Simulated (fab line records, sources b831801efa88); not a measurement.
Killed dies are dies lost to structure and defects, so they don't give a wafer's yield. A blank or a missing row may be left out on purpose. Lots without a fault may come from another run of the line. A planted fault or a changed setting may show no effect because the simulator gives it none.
fab line records | flow sky130
record lots=13 wafers=39 last_day=51
route steps=708 shown VT_ADJUST_PCH@151 CONTACT@432 METAL2@499
lots that met no fault: from a run of the same line without faults
start_h: hours from the record's first day to the start of the lot's first wafer shown | wait_h: hours since the lot's step before | " the same as in the row above | L1.1+2: a row that stands for several wafers | - no value, or no start given | * or withheld: withheld | < > ~ a bound
route shown NAME@n: a module of which the file shows steps, and the number in the route of the first | usual: mean/standard deviation of fault-free wafers | same: alike in all rows | chamber/n: place in a boat | sites: the reading at each site | _std_site: their standard deviation | _edge_site: outer sites' mean less inner sites' | radius_mm: how far each site lies from the wafer's centre | mask NAME#n: copy n | behind: the tool/chamber that last shaped the wafer | hold: why the lot was held/for how many hours/how that ended | device: the transistor (n, p or np) that didn't switch | end of line: the same wafers' tests at the end of the route | a step without rows: its recipe alone | killed: dies lost to structure and defects at the first sort, not the wafer's yield | map: a wafer's dies, x killed, . not, _ none there
set.NAME: the setting as run; set.NAME@STEP: as run at that earlier step | model.NAME: the simulator's own value behind a step, which no gauge read
steps of the route over a sample of lots; a table a step, a row a wafer
services: from which hour (start_h, from the record's first day; less than 0 if before it) a tool's chamber was out of use, for how many hours, and why
## steps
# step SKY_VT_ADJUST_PCH_IMPLANT_08
# recipe species=B energy_kev=10 dose_cm2=5e+11 tilt_deg=withheld
# columns lot.wafer tool chamber start_h wait_h
L744.2+4+5 implanter-01 0 241.52 0.0
L745.3+5+6 implanter-03 0 253.95 0.1
L746.1+3+5 implanter-02 0 259.50 0.0
L750.2+4+5 implanter-03 0 284.63 0.0
L751.4+5+6 implanter-02 0 297.03 0.1
L752.2+4+6 implanter-02 0 300.03 0.0
L753.1+5+6 implanter-03 0 309.35 0.0
L753.1+5+6 implanter-03 0 309.67 0.3
L754.1+3+4 implanter-02 0 314.93 0.0
L754.1+3+4 implanter-02 0 315.24 0.3
L755.1+3+4 implanter-02 0 322.58 0.0
L758.2+4+6 implanter-01 0 341.97 0.0
L758.2+4+6 implanter-01 0 342.29 0.3
L764.3+5+6 implanter-03 0 387.19 0.1
L765.1+4+5 implanter-03 0 404.45 0.0
L767.2+5+6 implanter-02 0 418.38 0.0
# step SKY_VT_ADJUST_PCH_TW_MEAS_10
# usual VT_ADJUST_PCH_TW=143.7/1.8
# columns lot.wafer tool chamber start_h wait_h VT_ADJUST_PCH_TW
L744.2 film_metro-02 - 241.75 0.1 146.2
L744.4 " - " " 146.5
L744.5 " - " " 147.4
L745.3 film_metro-02 - 254.17 0.1 146.2
L745.5 " - " " 146.3
L745.6 " - " " 146.5
L746.1 film_metro-02 - 259.75 0.1 146.3
L746.3 " - " " 146.3
L746.5 " - " " 146.2
L750.2 film_metro-04 - 284.86 0.1 143.5
L750.4 " - " " 143.4
L750.5 " - " " 143.8
L751.4 film_metro-01 - 297.23 0.1 141.9
L751.5 " - " " 142.6
L751.6 " - " " 142.5
L752.2 film_metro-04 - 300.26 0.1 143.7
L752.4 " - " " 143.6
L752.6 " - " " 143.8
L753.1 film_metro-01 - 309.92 0.1 170.5
L753.5 " - " " 170.8
L753.6 " - " " 170.5
L754.1 film_metro-02 - 315.49 0.1 176.1
L754.3 " - " " 175.2
L754.4 " - " " 174.1
L755.1 film_metro-04 - 322.83 0.1 142.5
L755.3 " - " " 142.3
L755.4 " - " " 143.1
L758.2 film_metro-04 - 342.52 0.1 173.1
L758.4 " - " " 172.3
L758.6 " - " " 172.8
L764.3 film_metro-04 - 387.41 0.1 143.3
L764.5 " - " " 142.3
L764.6 " - " " 143.0
L765.1 film_metro-01 - 404.70 0.1 141.1
L765.4 " - " " 141.5
L765.5 " - " " 141.4
L767.2 film_metro-02 - 418.61 0.1 144.8
L767.5 " - " " 144.9
L767.6 " - " " 145.4
# step SKY_CONTACT_THK_MEAS_26
# recipe thk_meas_gauge=xrf reads=W_of_CONTACT_CVD_24
# usual CONTACT_W_THK=326/4.9
# columns lot.wafer tool chamber start_h wait_h CONTACT_W_THK[nm]
L744.2 film_metro-03 - 766.75 0.1 332
L744.4 " - " " 328
L744.5 " - " " 325
L745.3 film_metro-03 - 770.51 0.1 327
L745.5 " - " " 333
L745.6 " - " " 325
L746.1 film_metro-02 - 774.79 0.1 330
L746.3 " - " " 322
L746.5 " - " " 321
L750.2 film_metro-03 - 805.10 0.1 334
L750.4 " - " " 334
L750.5 " - " " 328
L751.4 film_metro-02 - 826.22 0.1 324
L751.5 " - " " 324
L751.6 " - " " 325
L752.2 film_metro-02 - 827.90 0.1 323
L752.4 " - " " 316
L752.6 " - " " 319
L753.1 film_metro-02 - 832.18 0.1 324
L753.5 " - " " 327
L753.6 " - " " 323
L754.1 film_metro-03 - 838.38 0.1 323
L754.3 " - " " 325
L754.4 " - " " 327
L755.1 film_metro-02 - 854.79 0.1 327
L755.3 " - " " 325
L755.4 " - " " 329
L758.2 film_metro-02 - 864.01 0.1 323
L758.4 " - " " 324
L758.6 " - " " 322
L764.3 film_metro-03 - 909.80 0.1 329
L764.5 " - " " 328
L764.6 " - " " 334
L765.1 film_metro-03 - 924.27 0.1 328
L765.4 " - " " 332
L765.5 " - " " 328
L767.2 film_metro-03 - 933.51 0.1 337
L767.5 " - " " 335
L767.6 " - " " 331
# step SKY_METAL2_OVL_MEAS_16
# usual METAL2_OVL=-1/6
# columns lot.wafer tool chamber start_h wait_h METAL2_OVL[nm]
L744.2 overlay-01 - 852.54 0.1 -3
L744.4 " - " " -1
L744.5 " - " " -2
L745.3 overlay-01 - 856.60 0.1 2
L745.5 " - " " 9
L745.6 " - " " 0
L746.1 overlay-02 - 860.71 0.1 -1
L746.3 " - " " -5
L746.5 " - " " -9
L750.2 overlay-02 - 888.92 0.1 3
L750.4 " - " " 7
L750.5 " - " " 7
L751.4 overlay-02 - 910.28 0.1 -6
L751.5 " - " " -1
L751.6 " - " " 0
L752.2 overlay-02 - 911.57 0.1 5
L752.4 " - " " 2
L752.6 " - " " 0
L753.1 overlay-02 - 914.41 0.1 0
L753.5 " - " " -1
L753.6 " - " " -5
L754.1 overlay-01 - 920.58 0.1 2
L754.3 " - " " 6
L754.4 " - " " 4
L755.1 overlay-01 - 936.76 0.1 -3
L755.3 " - " " 2
L755.4 " - " " -4
L758.2 overlay-01 - 946.83 0.1 1
L758.4 " - " " -7
L758.6 " - " " 5
L764.3 overlay-01 - 987.85 0.1 -3
L764.5 " - " " 3
L764.6 " - " " 1
L765.1 overlay-01 - 1000.84 0.1 -1
L765.4 " - " " -11
L765.5 " - " " -2
L767.2 overlay-02 - 1012.17 0.1 1
L767.5 " - " " 2
L767.6 " - " " 2
# step SKY_METAL2_ETCH_18
# recipe chemistry=N2/H2 target=BARC ion_energy_ev=200 bias_w=100 pressure_mtorr=30 n2_flow_sccm=100 h2_flow_sccm=200 icp_w=500 stop_on=SiO2 time_s=45.9 target_depth_a=600
# usual drypump_motor_current_A=5.8/0.49 h2_flow_sccm=200.1/0.64 oes_product_au=0.854/0.0045 throttle_valve_pct=13.225/0.0084
# columns lot.wafer tool chamber start_h wait_h drypump_motor_current_A h2_flow_sccm oes_product_au rf_hours_counter_h throttle_valve_pct
L744.2 rie_metal-04 0 852.60 0.0 6.4 199.0 0.848 11 13.216
L744.4 " 0 " " 6.4 199.1 0.850 - 13.246
L744.5 " 0 " " 6.4 199.5 0.853 - 13.210
L745.3 rie_metal-04 1 856.67 0.0 5.5 201.2 0.852 - 13.219
L745.5 " 0 " " 6.4 199.3 0.855 - 13.215
L745.6 " 1 " " 5.5 200.7 0.861 - 13.235
L746.1 rie_metal-04 0 860.78 0.0 6.4 199.7 0.852 12 13.220
L746.3 " 1 " " 5.5 201.0 0.869 - 13.213
L746.5 " 1 " " 5.4 201.6 0.856 - 13.227
L750.2 rie_metal-04 1 888.98 0.0 5.5 199.9 0.854 10 13.216
L750.4 " 0 " " 6.4 200.5 0.856 - 13.215
L750.5 " 1 " " 5.5 199.7 0.858 - 13.214
L751.4 rie_metal-04 0 910.35 0.0 6.4 199.4 0.855 - 13.225
L751.5 " 0 " " 6.4 200.3 0.859 - 13.223
L751.6 " 1 " " 5.5 200.5 0.853 - 13.214
L752.2 rie_metal-01 0 911.63 0.0 6.4 199.1 0.852 14 13.241
L752.4 " 0 " " 6.4 199.6 0.849 - 13.237
L752.6 " 1 " " 6.0 200.1 0.849 - 13.223
L753.1 rie_metal-04 1 914.48 0.0 5.5 199.3 0.853 11 13.234
L753.5 " 1 " " 5.5 199.6 0.858 - 13.232
L753.6 " 0 " " 6.4 200.4 0.857 - 13.229
L754.1 rie_metal-03 0 920.66 0.0 5.8 200.1 0.862 17 13.217
L754.3 " 0 " " 5.8 200.6 0.850 - 13.235
L754.4 " 1 " " 5.1 199.8 0.858 - 13.235
L755.1 rie_metal-04 0 936.83 0.0 6.3 200.4 0.842 15 13.220
L755.3 " 1 " " 5.5 200.6 0.855 - 13.230
L755.4 " 0 " " 6.4 200.6 0.843 - 13.217
L758.2 rie_metal-01 1 946.90 0.0 6.0 201.3 0.853 9 13.241
L758.4 " 0 " " 6.4 200.1 0.853 - 13.211
L758.6 " 1 " " 6.0 200.4 0.856 - 13.235
L764.3 rie_metal-03 0 987.93 0.0 5.9 199.5 0.853 - 13.232
L764.5 " 0 " " 5.8 200.1 0.862 - 13.221
L764.6 " 1 " " 5.1 199.3 0.849 - 13.226
L765.1 rie_metal-01 0 1000.91 0.0 6.4 199.4 0.861 18 13.218
L765.4 " 1 " " 6.0 200.3 0.855 - 13.230
L765.5 " 0 " " 6.5 200.1 0.857 - 13.221
L767.2 rie_metal-03 1 1012.23 0.0 5.1 200.4 0.850 10 13.224
L767.5 " 1 " " 5.0 199.3 0.857 - 13.220
L767.6 " 0 " " 5.9 199.2 0.851 - 13.243
## services
# columns tool chamber start_h hours kind
rie_metal-04 1 221.43 16.2 repair
rie_metal-04 - 257.78 0.2 repair
implanter-02 - 305.00 3.7 pm
rie_metal-04 - 340.01 3.1 repair
implanter-02 - 362.09 16.7 pm
implanter-02 - 384.30 4.2 repair
implanter-02 - 391.61 23.1 pm
implanter-03 - 495.83 3.3 repair
implanter-03 - 614.30 2.1 repair
implanter-03 - 634.23 3.4 pm
implanter-02 - 655.83 6.2 repair
implanter-03 - 678.77 1.7 pm
rie_metal-04 0 692.15 1.8 repair
implanter-02 - 699.00 4.0 repair
implanter-03 - 715.39 10.5 repair
rie_metal-04 0 758.34 1.0 repair
implanter-02 - 794.00 2.5 pm
rie_metal-04 0 828.93 4.5 repair
implanter-03 - 844.63 2.8 repair
implanter-03 - 852.33 2.2 repair
implanter-03 - 877.84 3.2 repair
implanter-02 - 912.17 1.2 repair
implanter-02 - 934.06 4.6 repair
implanter-02 - 1005.03 2.5 repair
## key
first_sign step=SKY_VT_ADJUST_PCH_IMPLANT_08 reading=visit direction=added
effect step=SKY_VT_ADJUST_PCH_TW_MEAS_10 reading=VT_ADJUST_PCH_TW direction=up sigmas=16 usual=143.7 struck=172.8
met_at SKY_VT_ADJUST_PCH_IMPLANT_08
struck_lots L753,L754,L758
tester_left_out L753,L754,L758
not_acting_at SKY_CONTACT_THK_MEAS_26,SKY_METAL2_OVL_MEAS_16,SKY_METAL2_ETCH_18
fault kind=repeated_step_whole tool=implanter-01,implanter-02,implanter-03 chamber=- onset_h=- steps=SKY_VT_ADJUST_PCH_IMPLANT_08 times=1 scope=struck_lots_only
# tester_left_out: of these lots the tester's yield and bins aren't shown, on N5 and GAA mostly nor the transistor test; their killed dies are dies lost to structure and defects alone, not to doping, threshold or leakage, so they don't give the yield
